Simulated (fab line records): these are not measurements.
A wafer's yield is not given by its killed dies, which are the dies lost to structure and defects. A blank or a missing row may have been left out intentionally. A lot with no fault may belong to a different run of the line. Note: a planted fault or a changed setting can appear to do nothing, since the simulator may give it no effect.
8D (eight disciplines) problem report, filled in by code || flow gf180mcu || the parts of the form that need people (team, actions taken, sign-off) are left out

## 1. THE ISSUE
Wafers free of any fault read 690 (standard deviation 6.6) for VT_IMPLANT_4_TW at GF_VT_IMPLANT_TW_MEAS_43, against a mean of 625 on 9 wafers of 3 lots. Measured from the usual mean, that is -9.8 standard deviations.
The first sign was on wafer L737.4 at day 10 13:13, on film metro-01. The record holds 45 wafers of 15 lots with a number at this step. The rule behind "out" and "out of limits": a value lying over 4 standard deviations away from the usual mean. All remaining wafers that have a number are taken as sound.

## 2. WHAT IT IS AND WHAT IT IS NOT
{"question": "which readings at this step", "is": "VT_IMPLANT_4_TW", "is not": "-"}
{"question": "which lots", "is": "L737, L739, L741", "is not": "L727, L728, L729, L730, L731, L733, L734, L745, L746, L748, L749, L750"}
{"question": "which wafers of those lots", "is": "all that have a number", "is not": "-"}
{"question": "read on which gauges", "is": "film metro-01, film metro-04", "is not": "film metro-03"}
{"question": "when", "is": "from day 10 13:13", "is not": "up to then (21 sound wafers); but 15 sound wafers of L745, L746, L748, L749, L750 came after"}

## 3. THE SUSPECTS, EACH WITH WHAT RULES IT OUT
Counting: a tool at any process step up to the reading remains a suspect when it ran all the lots that are out and ran no sound lot after the first of those.
- the gauge at GF_VT_IMPLANT_TW_MEAS_43 is ruled out. Those wafers that are out were read across 2 gauges (film metro-01, film metro-04).
- implanter-04 at GF_VT_IMPLANT_IMPLANT_41: ruled out as a lasting fault. Sound lots L749 ran on it after its first lot that is out, L737 (day 10 13:01).
Left after counting: nothing in the record.

## 4. THE CAUSE (what the simulator had put in)
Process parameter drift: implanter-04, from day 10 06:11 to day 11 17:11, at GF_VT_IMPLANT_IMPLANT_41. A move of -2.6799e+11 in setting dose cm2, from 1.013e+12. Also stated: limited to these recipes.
Counting ruled it out, wrongly: the rule takes a fault to strike every lot that its tool runs from its start on, and this one did not.

## 5. THE CHAIN OF EFFECTS, in route order
Rows list readings where the struck wafers' mean (over those with a number) sits beyond 3 standard deviations from the usual. Only readings whose record carries a usual standard deviation are examined. hours: median over the lots of the time between each lot's start at the first step of this table that gives one and its start at this step. sigmas: the change, counted in usual standard deviations.
{"hours": 0, "step": "GF_VT_IMPLANT_IMPLANT_41", "reading": "dose ions cm2", "usual": 1.0132e+12, "on struck wafers": 7.4447e+11, "change": -2.6873e+11, "sigmas": "-99 or more"}
{"hours": 0, "step": "GF_VT_IMPLANT_IMPLANT_41", "reading": "faraday current uA", "usual": 5.74, "on struck wafers": 4.19, "change": -1.55, "sigmas": -13}
{"hours": 0, "step": "GF_VT_IMPLANT_TW_MEAS_43", "reading": "VT_IMPLANT_4_TW", "usual": 690, "on struck wafers": 625, "change": -65, "sigmas": -9.8}
Process steps it contains:
- GF_VT_IMPLANT_IMPLANT_41

## 6. WHAT WOULD HAVE CAUGHT IT SOONER
Counted from the fault's start at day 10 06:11, it took 7 hours until the first out-of-limits reading at a measuring or inspecting step in this record, taken at day 10 13:13.
At GF_VT_IMPLANT_IMPLANT_41, the tool's own readings (dose ions cm2, faraday current uA) were out on each struck wafer the step has a row for, so an alarm limit on them would have fired on the first such wafer.
